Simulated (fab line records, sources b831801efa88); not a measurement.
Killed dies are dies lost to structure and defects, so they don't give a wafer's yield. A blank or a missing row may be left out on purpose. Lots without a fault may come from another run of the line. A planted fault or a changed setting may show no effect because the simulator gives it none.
A struck lot beside a sound one | flow sky130 | 15 steps out of a route of 708
Sound: wafers L663.1, L663.2, L663.3. Struck: wafers L677.2, L677.3. (L677.5 of the same lot was not struck and is left out.) The cause comes at the end.
At each step with rows: each side's tool, then ch and its chambers, then its first start. Under that, the readings that differ: sound wafers | struck wafers | difference of the means | sigmas: that difference in standard deviations of wafers without a fault.
alike: readings whose means differ by less than 2 such deviations, and words and numbers that are the same on both sides. not compared: withheld readings, readings that some wafer has no value for, bounds like >300 that may hide the same value, and numbers for which the record gives no deviation and whose values overlap.
The two part at a step that has a row with sigmas, a row that says differs or no value, or rows on one side only. Numbers that don't overlap but have no deviation are shown without sigmas and don't part them. A reading that every wafer of one side lacks parts them only if that side has two wafers or more.

first, 3 steps without rows for these wafers: SKY_VIA2_EXPOSE_09 (exposes mask VIM2, target cd 200 nm); SKY_VIA2_PEB_10; SKY_VIA2_DEVELOP_11 (develop time 60 s).
SKY_VIA2_CD_MEAS_12: target cd 200 nm.
  sound on cd_sem-01, day 39 09:46; struck on cd_sem-02, day 43 02:43
  alike: cd_nm
SKY_VIA2_OVL_MEAS_13:
  sound on overlay-01, day 39 09:53; struck on overlay-02, day 43 02:49
  alike: VIA2_OVL
SKY_VIA2_ETCH_14: etches BARC in N2/H2, stops on SiO2, time 45.9 s, target depth 60 nm.
  sound on rie_diel-02 ch 0,1,3, day 39 09:56; struck on rie_diel-04 ch 0,3, day 43 02:50
  reading                | sound    | struck | difference | sigmas
  rf_hours_counter_h (h) | 17 14 17 | 18 26  | +6         |
  alike: drypump_motor_current_A, oes_product_au, throttle_valve_pct
SKY_VIA2_ETCH_15: etches SiO2 in C4F8/O2/Ar, stops on TiN, target depth 546 nm, time 84 s.
  sound on rie_diel-02 ch 0,1,3, day 39 09:58; struck on rie_diel-04 ch 0,3, day 43 02:53
  reading                | sound    | struck | difference | sigmas
  rf_hours_counter_h (h) | 17 14 17 | 18 26  | +6         |
  alike: oes_product_au
SKY_VIA2_STRIP_16: strips in O2/N2.
  sound on plasma_asher-03 ch 0,1, day 39 10:02; struck on plasma_asher-03 ch 0, day 43 02:57
  alike: drypump_motor_current_A, oes_product_au, strip_time_to_endpoint_s
  not compared: rf_hours_counter_h
then, 3 steps without rows for these wafers: SKY_VIA2_STRIP_17 (strips in post etch residue remover, time 1200 s); SKY_VIA2_CLEAN_18 (cleans in IPA, time 180 s); SKY_VIA2_CLEAN_19 (cleans in O3/DIW).
SKY_VIA2_SPUTTER_20: material TiN, target thk 20 nm, time 80 s.
  sound on pvd_sputter-02, day 39 11:04; struck on pvd_sputter-02, day 43 03:32
  alike: throttle_valve_pct
SKY_VIA2_CVD_21: deposits W, target thk 420 nm, time 126.4 s.
  sound on cvd_w-02 ch 0,1, day 39 11:07; struck on cvd_w-01 ch 1, day 43 03:36
  reading                      | sound             | struck      | difference | sigmas
  chamber_pressure_Torr (Torr) | 39.95 40.14 40.02 | 41.54 41.41 | +1.44      | +17
  alike: heater_power_w
SKY_VIA2_RS_MEAS_22: measures by four-point-probe.
  sound on film_metro-04, day 39 11:16; struck on film_metro-04, day 43 03:45
  alike: VIA2_W_RS
SKY_PAD_OPEN_PROBE_99:
  the record has rows for the sound wafers here (prober-01, day 48 04:35) and none for the struck ones

WHERE THEY PART
First at SKY_VIA2_CVD_21; last, within this record, at SKY_PAD_OPEN_PROBE_99.

WHY: what the simulator had put in
Process parameter drift: cvd_w-01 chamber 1, from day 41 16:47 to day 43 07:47, at SKY_VIA2_CVD_21. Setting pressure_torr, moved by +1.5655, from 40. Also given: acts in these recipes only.
